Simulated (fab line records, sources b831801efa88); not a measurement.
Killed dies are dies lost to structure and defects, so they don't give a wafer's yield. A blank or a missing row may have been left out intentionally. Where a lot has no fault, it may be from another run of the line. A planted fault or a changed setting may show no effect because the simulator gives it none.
Which of the tools did it? :: flow gf180mcu :: 21 wafers from 7 lots sampled at 3 of the route's 602 steps

## WHAT THE GAUGES SHOWED, per wafer
GF_VT_IMPLANT_TW_MEAS_32.
lot: L805
measured: day 7 17:55
on: film_metro-03
VT_IMPLANT_3_TW: 269 271 269

lot: L807
measured: day 8 03:56
on: film_metro-04
VT_IMPLANT_3_TW: 264 263 264

lot: L809
measured: day 8 19:59
on: film_metro-04
VT_IMPLANT_3_TW: 264 262 262

lot: L812
measured: day 9 09:40
on: film_metro-03
VT_IMPLANT_3_TW: 272 271 271

lot: L817
measured: day 10 20:29
on: film_metro-03
VT_IMPLANT_3_TW: 269 269 269

lot: L823
measured: day 12 10:43
on: film_metro-01
VT_IMPLANT_3_TW: 267 267 268

lot: L826
measured: day 13 04:10
on: film_metro-01
VT_IMPLANT_3_TW: 267 265 266

## TOOL THAT RAN EACH LOT (tool first, then ch and the chambers of the sampled wafers, then the start)
lot: L805
GF_STI_WET_ETCH_27: wet_bench-04 ch 3, day 2 16:04
GF_VT_IMPLANT_STRIP_09: plasma_asher-02 ch 0,1, day 6 08:38

lot: L807
GF_STI_WET_ETCH_27: wet_bench-03 ch 2, day 3 02:55
GF_VT_IMPLANT_STRIP_09: plasma_asher-04 ch 1, day 6 19:01

lot: L809
GF_STI_WET_ETCH_27: wet_bench-01 ch 0, day 3 11:44
GF_VT_IMPLANT_STRIP_09: plasma_asher-01 ch 0,1, day 7 11:02

lot: L812
GF_STI_WET_ETCH_27: wet_bench-03 ch 3, day 4 01:55
GF_VT_IMPLANT_STRIP_09: plasma_asher-02 ch 0,1, day 7 23:34

lot: L817
GF_STI_WET_ETCH_27: wet_bench-04 ch 2, day 5 05:43
GF_VT_IMPLANT_STRIP_09: plasma_asher-01 ch 0,1, day 9 08:31

lot: L823
GF_STI_WET_ETCH_27: wet_bench-01 ch 1, day 6 10:59
GF_VT_IMPLANT_STRIP_09: plasma_asher-04 ch 1, day 10 19:55

lot: L826
GF_STI_WET_ETCH_27: wet_bench-03 ch 3, day 7 02:24
GF_VT_IMPLANT_STRIP_09: plasma_asher-01 ch 0,1, day 11 14:01
- GF_STI_WET_ETCH_27: etches Si3N4 in H3PO4, target depth 160 nm, time 1825 s.
- GF_VT_IMPLANT_STRIP_09: strips in O2/N2.

## THE ANSWER, worked out from the rows above alone
Rule: the lots themselves supply what counts as usual. The widest of any qualifying gaps counts: lots, ordered by their means at a reading, are off when they make up no more than a third of the lots, leave a main group of 4 or more, and stand apart from it by 3 or more times the standard deviation of that group's means. Not used: any main group whose means are identical at the precision the tables above print for the reading. Also off: a lot with no number at a reading for which 4 or more lots have one. All remaining lots with rows at the step are treated as sound.
No lot is off on any of the readings shown, so nothing can be concluded from this.

## WHAT WAS PUT IN BY THE SIMULATOR
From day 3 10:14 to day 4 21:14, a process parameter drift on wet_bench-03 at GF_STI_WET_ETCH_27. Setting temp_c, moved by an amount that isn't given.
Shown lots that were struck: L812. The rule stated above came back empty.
